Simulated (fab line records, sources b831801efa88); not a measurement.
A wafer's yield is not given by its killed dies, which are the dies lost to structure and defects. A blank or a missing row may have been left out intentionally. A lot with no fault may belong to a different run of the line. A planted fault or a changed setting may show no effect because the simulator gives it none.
Which tool did it? | flow gf180mcu | 6 lots, 18 wafers sampled, at 4 steps of a route of 602

== WHAT THE GAUGES SHOWED, per wafer ==
GF_TOP_METAL_OVL_MEAS_15.
lot  | measured     | on         | TOP_METAL_OVL (nm)
L808 | day 29 07:37 | overlay-02 | -2.3 -0.9 -1.7
L811 | day 30 06:21 | overlay-01 | 0.0 -0.6 -3.3
L818 | day 31 22:35 | overlay-01 | 0.9 -1.8 -0.9
L825 | day 33 17:44 | overlay-01 | -0.6 -1.0 -3.9
L827 | day 34 05:51 | overlay-01 | -0.7 -0.2 -1.8
L829 | day 34 17:41 | overlay-02 | 0.5 1.4 -0.8

== TOOL THAT RAN EACH LOT (tool first, then ch and the chambers of the sampled wafers, then the start) ==
lot  | GF_MIM_SPUTTER_00           | GF_M5_METAL_ETCH_10              | GF_TOP_METAL_SPUTTER_01
L808 | pvdSputter-04, day 25 15:49 | rieMetal-04 ch 0,1, day 27 11:29 | pvdSputter-02, day 28 11:37
L811 | pvdSputter-04, day 26 19:23 | rieMetal-02 ch 0,1, day 28 13:02 | pvdSputter-02, day 29 11:35
L818 | pvdSputter-03, day 28 15:11 | rieMetal-02 ch 0,1, day 30 06:52 | pvdSputter-03, day 31 04:41
L825 | pvdSputter-03, day 30 17:19 | rieMetal-02 ch 0,1, day 32 06:19 | pvdSputter-03, day 33 02:13
L827 | pvdSputter-01, day 31 06:06 | rieMetal-04 ch 0,1, day 32 18:20 | pvdSputter-03, day 33 13:34
L829 | pvdSputter-01, day 31 20:06 | rieMetal-04 ch 0,1, day 33 07:01 | pvdSputter-04, day 34 02:04
- GF_MIM_SPUTTER_00: material Ti, target thk 37.5 nm, time 150 s.
- GF_M5_METAL_ETCH_10: etches the open film in Cl2/BCl3, stops on SiO2, target depth 627.5 nm, time 104.6 s.
- GF_TOP_METAL_SPUTTER_01: material TiN, target thk 30 nm, time 25 s.

== THE ANSWER, worked out from the rows above alone ==
Rule: the usual values come from the lots themselves. The widest of any qualifying gaps counts: lots, ordered by their means at a reading, are off when they make up no more than a third of the lots, leave a main group of 4 or more, and stand apart from it by 3 or more times the standard deviation of that group's means. If all means in a main group match to the digits the tables above print for the reading, that group is not used. A lot without any number at a reading at which 4 lots or more have one is off too. Where the step has rows for the other lots, those lots are counted as sound.
Across all readings shown, no lot is off: no conclusion can be drawn from this.

== WHAT WAS PUT IN BY THE SIMULATOR ==
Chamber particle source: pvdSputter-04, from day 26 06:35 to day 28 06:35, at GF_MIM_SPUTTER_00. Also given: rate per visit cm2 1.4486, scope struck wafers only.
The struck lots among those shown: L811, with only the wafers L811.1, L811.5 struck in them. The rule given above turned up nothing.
